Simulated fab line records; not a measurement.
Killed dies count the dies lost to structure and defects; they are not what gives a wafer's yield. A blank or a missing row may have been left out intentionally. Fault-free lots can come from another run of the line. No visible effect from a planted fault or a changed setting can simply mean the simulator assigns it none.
2 desks looking at one fault -- flow sky130 -- each desk has only its own numbers; what lay behind them comes last

FOR THE TOOL OWNER'S DESK: implanter-01
The tool's own readings at SKY_LDD_P_IMPLANT_09, given as means over the sampled wafers that have a number, one for each lot that went through this tool. The brackets show how far a lot's mean lies from the usual mean; more than 4 standard deviations puts the lot out of limits, marked OUT.
Columns: A = beam_on_s at SKY_LDD_P_IMPLANT_09, usual 9.99 s; B = end_station_pressure_torr at SKY_LDD_P_IMPLANT_09, usual 5.05e-06 Torr; C = faraday_current_uA at SKY_LDD_P_IMPLANT_09, usual 56.5
lot,first seen here,A,B,C
L179,day 22 00:07,10.17,5.10e-06,55.5
L182,day 22 12:13,10.08,5.36e-06,55.8
L185,day 23 16:36,9.93,5.70e-06,57.0
L193,day 26 08:36,7.82 (-11) OUT,5.04e-06,72.1 (+14) OUT
L195,day 26 18:28,7.90 (-10) OUT,5.09e-06,71.1 (+13) OUT
This desk's verdict: out of limits on L193, L195, starting with L193 at day 26 08:36 (beam_on_s at SKY_LDD_P_IMPLANT_09). Within limits: L179, L182, L185.

FROM THE METROLOGY DESK
What the gauges read for every lot (on any tool): the sampled wafers with a number, averaged. The brackets show how far a lot's mean lies from the usual mean; more than 4 standard deviations puts the lot out of limits, marked OUT.
Columns: A = LDD_P_TW at SKY_LDD_P_TW_MEAS_11, usual 635
lot,first seen here,A
L175,day 19 20:31,642
L178,day 20 19:34,642
L179,day 22 00:22,636
L180,day 22 01:50,635
L181,day 22 07:19,628
L182,day 22 12:26,625
L185,day 23 16:51,631
L193,day 26 08:50,598 (-7.2) OUT
L194,day 26 12:45,642
L195,day 26 18:43,587 (-9.3) OUT
L196,day 27 00:07,629
Per this desk, out of limits: L193, L195; the first was L193, day 26 08:50 (LDD_P_TW at SKY_LDD_P_TW_MEAS_11). Within limits: L175, L178, L179, L180, L181, L182, L185, L194, L196.

TAKEN TOGETHER
The tool owner's desk had the chance to raise an alarm at day 26 08:36 on L193, L195.
On L193, L195, the metrology desk was in a position to raise an alarm at day 26 08:50.
Of the lots named, all ran SKY_LDD_P_IMPLANT_09 on implanter-01.

WHAT THE SIMULATOR PUT IN
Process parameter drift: implanter-01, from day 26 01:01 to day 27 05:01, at SKY_LDD_P_IMPLANT_09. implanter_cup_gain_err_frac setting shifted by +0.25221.
Shown lots that were struck: L193, L195.
Time in hours from fault onset to the first out-of-limits reading at each desk: tool owner's desk 8, metrology desk 8.
